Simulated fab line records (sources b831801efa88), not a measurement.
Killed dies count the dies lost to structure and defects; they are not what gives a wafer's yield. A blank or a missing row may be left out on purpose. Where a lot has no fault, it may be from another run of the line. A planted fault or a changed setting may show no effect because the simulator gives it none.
fab line records	flow sky130
record: lots: 15	wafers: 45	last_day: 50
route steps=708 shown VIA3@587 METAL4@600 CAP2M@603
lots untouched by any fault: they come from a run of this same line in which no faults occurred
start_h: start of the lot's first displayed wafer, in hours after the record's first day	wait_h: hours from the lot's prior step to this one	" the same as in the row above	L1.1+2: a single row standing in for several wafers	- no value present, or no start provided	* or withheld: withheld	< > ~ a bound
route shown NAME@n: a module of which the file shows steps, and the number in the route of the first	usual: mean/standard deviation of fault-free wafers	same: alike in all rows	chamber/n: place in a boat	sites: per-site readings	_std_site: standard deviation of those values	_edge_site: inner sites' mean taken away from outer sites' mean	radius_mm: how far each site lies from the wafer's centre	mask NAME#n: copy n	behind: the most recent tool/chamber to have shaped the wafer	hold: why the lot was held/for how many hours/how that ended	device: whichever transistor did not switch (one of n, p or np)	end of line: the route-end tests of the same wafers	where a step has no rows: the recipe by itself	killed: dies lost to structure and defects at the first sort, not the wafer's yield	map: per-die view of a wafer (x killed, . not killed, _ where there is no die)
set.NAME: the run value of the setting; set.NAME@STEP: its run value at that earlier step	model.NAME: the simulator's own value behind a step, which no gauge read
a sample of lots followed through the steps of the route, with each step as a table and each wafer as a row
services: from which hour (start_h, from the record's first day; less than 0 if before it) a tool's chamber was out of use, for how many hours, and why
== steps ==
step: SKY_VIA3_ETCH_14
recipe: chemistry: N2/H2	target: BARC	ion_energy_ev: 200	source_w: 500	bias_w: 100	pressure_mtorr: 30	n2_flow_sccm: 100	h2_flow_sccm: 200	stop_on: SiO2	time_s: 45.9	target_depth_a: 600
usual: bias_w: 99.96/0.27	drypump_motor_current_A: 5.8/0.5	oes_product_au: 0.855/0.0051	throttle_valve_pct: 13.224/0.0084
same: time_s: 45.9
lot.wafer	tool	chamber	start_h	wait_h	bias_w	drypump_motor_current_A	oes_product_au	rf_hours_counter_h	throttle_valve_pct
L497.3	rie_diel-04	0	933.59	0.0	99.94	4.8	0.848	22	13.227
L497.4	"	1	"	"	100.34	5.1	0.851	-	13.230
L497.6	"	2	"	"	100.44	5.6	0.855	-	13.221
L500.2	rie_diel-02	1	947.60	0.0	99.96	5.6	0.854	3	13.243
L500.4	"	2	"	"	99.44	6.4	0.847	14	13.229
L500.5	"	1	"	"	100.10	5.6	0.855	-	13.236
L501.1	rie_diel-03	0	956.49	0.0	99.66	6.6	0.851	16	13.250
L501.2	"	3	"	"	99.93	5.7	0.850	15	13.236
L501.3	"	2	"	"	99.80	6.0	0.864	28	13.220
L503.1	rie_diel-02	3	970.95	0.0	99.69	5.7	0.873	12	13.222
L503.4	"	2	"	"	100.01	6.5	0.854	15	13.228
L503.5	"	0	"	"	100.00	5.5	0.866	-	13.227
L505.2	rie_diel-03	0	990.49	0.0	99.49	6.6	0.851	16	13.213
L505.3	"	3	"	"	100.08	5.7	0.846	16	13.229
L505.5	"	1	"	"	99.47	6.3	0.852	-	13.227
L507.1	rie_diel-03	3	994.44	0.0	99.93	5.7	0.858	17	13.220
L507.4	"	3	"	"	100.14	5.7	0.859	-	13.225
L507.6	"	0	"	"	100.15	6.6	0.857	-	13.216
L508.1	rie_diel-02	1	1003.90	0.0	100.23	5.6	0.864	4	13.219
L508.4	"	3	"	"	100.14	5.7	0.853	13	13.215
L508.5	"	3	"	"	99.85	5.7	0.862	-	13.225
L509.1	rie_diel-02	3	1011.14	0.0	99.74	5.6	0.853	13	13.226
L509.3	"	2	"	"	100.32	6.5	0.859	15	13.237
L509.4	"	1	"	"	100.00	5.6	0.864	4	13.216
L510.1	rie_diel-02	3	1023.39	0.0	99.65	5.6	0.858	13	13.237
L510.2	"	2	"	"	100.05	6.4	0.857	16	13.229
L510.3	"	0	"	"	100.58	5.5	0.841	6	13.207
L511.1	rie_diel-03	3	1023.55	0.0	100.56	5.7	0.859	18	13.232
L511.4	"	0	"	"	100.12	6.6	0.858	18	13.226
L511.6	"	1	"	"	100.03	6.3	0.855	-	13.234
L514.1	rie_diel-04	0	1045.05	0.0	99.76	4.8	0.853	25	13.207
L514.2	"	2	"	"	99.76	5.6	0.851	26	13.217
L514.3	"	3	"	"	100.07	5.5	0.862	2	13.222
L515.2	rie_diel-04	1	1052.15	0.0	100.04	5.1	0.856	14	13.215
L515.3	"	3	"	"	99.90	5.5	0.859	2	13.208
L515.5	"	3	"	"	99.89	5.5	0.849	-	13.227
L518.1	rie_diel-03	1	1068.64	0.0	99.95	6.3	0.856	15	13.226
L518.3	"	0	"	"	99.76	6.6	0.850	19	13.229
L518.4	"	3	"	"	100.09	5.7	0.859	19	13.219
L519.2	rie_diel-04	0	1075.00	0.0	100.14	4.8	0.863	26	13.231
L519.3	"	2	"	"	100.34	5.6	0.847	27	13.222
L519.5	"	0	"	"	99.81	4.8	0.849	-	13.217
L520.1	rie_diel-03	0	1080.10	0.0	99.84	6.6	0.860	20	13.216
L520.5	"	0	"	"	99.64	6.6	0.860	-	13.235
L520.6	"	3	"	"	99.92	5.6	0.853	-	13.223
step: SKY_VIA3_THK_MEAS_23
recipe: thk_meas_gauge: xrf	reads: W_of_VIA3_CVD_21
usual: VIA3_W_THK: 390/5.6
lot.wafer	tool	chamber	start_h	wait_h	VIA3_W_THK[nm]
L497.3	film_metro-04	-	934.60	0.1	389
L497.4	"	-	"	"	385
L497.6	"	-	"	"	386
L500.2	film_metro-01	-	948.61	0.1	401
L500.4	"	-	"	"	397
L500.5	"	-	"	"	392
L501.1	film_metro-04	-	957.55	0.1	394
L501.2	"	-	"	"	395
L501.3	"	-	"	"	397
L503.1	film_metro-01	-	971.98	0.1	395
L503.4	"	-	"	"	395
L503.5	"	-	"	"	400
L505.2	film_metro-04	-	991.54	0.1	384
L505.3	"	-	"	"	385
L505.5	"	-	"	"	384
L507.1	film_metro-01	-	995.47	0.1	387
L507.4	"	-	"	"	397
L507.6	"	-	"	"	390
L508.1	film_metro-04	-	1004.93	0.1	396
L508.4	"	-	"	"	391
L508.5	"	-	"	"	390
L509.1	film_metro-01	-	1012.14	0.1	391
L509.3	"	-	"	"	394
L509.4	"	-	"	"	396
L510.1	film_metro-04	-	1024.39	0.1	389
L510.2	"	-	"	"	391
L510.3	"	-	"	"	395
L511.1	film_metro-01	-	1024.60	0.1	389
L511.4	"	-	"	"	389
L511.6	"	-	"	"	378
L514.1	film_metro-01	-	1046.06	0.1	391
L514.2	"	-	"	"	389
L514.3	"	-	"	"	391
L515.2	film_metro-02	-	1053.16	0.1	383
L515.3	"	-	"	"	380
L515.5	"	-	"	"	386
L518.1	film_metro-04	-	1069.68	0.1	384
L518.3	"	-	"	"	385
L518.4	"	-	"	"	385
L519.2	film_metro-04	-	1076.06	0.1	385
L519.3	"	-	"	"	384
L519.5	"	-	"	"	381
L520.1	film_metro-02	-	1081.19	0.1	388
L520.5	"	-	"	"	389
L520.6	"	-	"	"	391
step: SKY_METAL4_SPUTTER_02
recipe: material: AlCu	target_thk_nm: 735	power_w: 10600	time_s: 39.1	chamber_pressure_pa: 0.4
usual: throttle_valve_pct: 30.0/1
same: time_s: 39.1
lot.wafer	tool	chamber	start_h	wait_h	throttle_valve_pct
L497.3	pvd_sputter-03	-	934.99	0.0	28.9
L497.4	"	-	"	"	30.1
L497.6	"	-	"	"	30.0
L500.2	pvd_sputter-02	-	949.01	0.0	29.0
L500.4	"	-	"	"	30.9
L500.5	"	-	"	"	32.2
L501.1	pvd_sputter-04	-	957.96	0.0	30.7
L501.2	"	-	"	"	29.2
L501.3	"	-	"	"	30.0
L503.1	pvd_sputter-02	-	972.39	0.0	32.5
L503.4	"	-	"	"	30.4
L503.5	"	-	"	"	28.8
L505.2	pvd_sputter-02	-	991.94	0.0	30.3
L505.3	"	-	"	"	32.3
L505.5	"	-	"	"	28.5
L507.1	pvd_sputter-03	-	995.87	0.0	30.2
L507.4	"	-	"	"	30.0
L507.6	"	-	"	"	30.0
L508.1	pvd_sputter-02	-	1005.34	0.0	31.2
L508.4	"	-	"	"	30.2
L508.5	"	-	"	"	32.4
L509.1	pvd_sputter-03	-	1012.55	0.0	30.2
L509.3	"	-	"	"	30.1
L509.4	"	-	"	"	29.1
L510.1	pvd_sputter-03	-	1024.80	0.0	29.8
L510.2	"	-	"	"	30.0
L510.3	"	-	"	"	28.6
L511.1	pvd_sputter-02	-	1025.00	0.0	30.5
L511.4	"	-	"	"	31.1
L511.6	"	-	"	"	28.9
L514.1	pvd_sputter-02	-	1046.47	0.0	28.9
L514.2	"	-	"	"	31.3
L514.3	"	-	"	"	30.1
L515.2	pvd_sputter-04	-	1053.56	0.0	29.8
L515.3	"	-	"	"	30.3
L515.5	"	-	"	"	29.7
L518.1	pvd_sputter-04	-	1070.09	0.0	29.0
L518.3	"	-	"	"	29.7
L518.4	"	-	"	"	30.5
L519.2	pvd_sputter-03	-	1076.45	0.0	30.3
L519.3	"	-	"	"	30.6
L519.5	"	-	"	"	28.9
L520.1	pvd_sputter-04	-	1081.62	0.0	30.6
L520.5	"	-	"	"	30.3
L520.6	"	-	"	"	30.3
step: SKY_CAP2M_CVD_00
recipe: material: SiO2	target_thk_nm: 15.5	temp_c: 400	time_s: withheld	rf_w: 450
usual: heater_power_outer_w: 415/71	heater_power_w: 699/110
lot.wafer	tool	chamber	start_h	wait_h	heater_power_outer_w	heater_power_w
L497.3	pecvd-01	2	935.10	0.0	355	647
L497.4	"	1	"	"	421	681
L497.6	"	2	"	"	362	644
L500.2	pecvd-01	1	949.12	0.0	444	724
L500.4	"	1	"	"	451	752
L500.5	"	0	"	"	419	674
L501.1	pecvd-04	1	958.08	0.0	372	665
L501.2	"	0	"	"	426	716
L501.3	"	2	"	"	308	531
L503.1	pecvd-01	2	972.50	0.0	373	651
L503.4	"	2	"	"	388	658
L503.5	"	0	"	"	424	684
L505.2	pecvd-04	1	992.04	0.0	399	716
L505.3	"	0	"	"	440	725
L505.5	"	2	"	"	284	535
L507.1	pecvd-04	0	995.98	0.0	409	700
L507.4	"	1	"	"	424	754
L507.6	"	2	"	"	274	512
L508.1	pecvd-03	2	1005.45	0.0	-	-
L508.4	"	1	"	"	-	-
L508.5	"	0	"	"	-	-
L509.1	pecvd-03	1	1012.66	0.0	-	-
L509.3	"	0	"	"	-	-
L509.4	"	1	"	"	-	-
L510.1	pecvd-03	0	1024.90	0.0	-	-
L510.2	"	2	"	"	-	-
L510.3	"	1	"	"	-	-
L511.1	pecvd-04	2	1025.11	0.0	306	544
L511.4	"	0	"	"	393	705
L511.6	"	2	"	"	309	541
L514.1	pecvd-04	2	1046.57	0.0	278	524
L514.2	"	0	"	"	389	652
L514.3	"	1	"	"	351	663
L515.2	pecvd-03	1	1053.66	0.0	346	581
L515.3	"	0	"	"	614	1033
L515.5	"	1	"	"	349	567
L518.1	pecvd-01	0	1070.19	0.0	438	721
L518.3	"	2	"	"	406	698
L518.4	"	0	"	"	443	731
L519.2	pecvd-04	0	1076.56	0.0	407	672
L519.3	"	2	"	"	267	511
L519.5	"	2	"	"	262	505
L520.1	pecvd-03	0	1081.73	0.0	494	860
L520.5	"	2	"	"	383	627
L520.6	"	1	"	"	329	546
== services ==
tool	chamber	start_h	hours	kind
pecvd-04	-	911.90	1.9	repair
rie_diel-03	1	913.54	3.3	repair
rie_diel-04	2	914.48	2.0	repair
pecvd-01	1	928.30	5.5	repair
rie_diel-04	2	933.97	7.7	repair
pecvd-04	2	940.56	11.2	repair
pvd_sputter-02	-	941.63	1.3	repair
pecvd-04	1	959.67	5.5	scheduled_down
rie_diel-03	0	960.10	11.7	repair
rie_diel-03	3	967.53	3.3	repair
rie_diel-04	0	971.30	17.9	repair
pvd_sputter-04	-	975.84	3.6	repair
rie_diel-02	-	980.00	14.6	pm
pecvd-03	-	982.56	2.8	pm
rie_diel-04	3	983.01	36.8	repair
rie_diel-03	2	984.99	-	clean
rie_diel-03	2	984.99	17.2	scheduled_down
pecvd-01	-	994.99	1.5	repair
pvd_sputter-04	-	1040.38	2.8	repair
pecvd-04	0	1046.79	8.4	repair
pvd_sputter-02	-	1052.40	3.6	repair
pvd_sputter-03	-	1052.95	0.9	repair
pvd_sputter-04	-	1057.14	5.5	repair
pecvd-03	1	1074.33	4.3	repair
== key ==
first_sign: step: SKY_CAP2M_CVD_00	reading: tool_record	direction: missing
effect none on later readings
met_at SKY_CAP2M_CVD_00
struck_lots L508,L509,L510
later_rows_left_out L508.1,L508.4,L508.5,L509.1,L509.3,L509.4,L510.1,L510.2,L510.3
sort_left_out L508.1,L508.4,L508.5,L509.1,L509.3,L509.4,L510.1,L510.2,L510.3
not_acting_at SKY_VIA3_ETCH_14,SKY_VIA3_THK_MEAS_23,SKY_METAL4_SPUTTER_02
fault: kind: skipped_step_whole	tool: pecvd-03	chamber: -	onset_h: 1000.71	steps: SKY_CAP2M_CVD_00	scope: struck_lots_only
sort_left_out: the simulated sort isn't trusted on such a fault, so these wafers' sort isn't shown, and their yield isn't known
later_rows_left_out: the simulator's readings of these wafers behind a module that went badly wrong aren't trusted and aren't shown, but for the sort
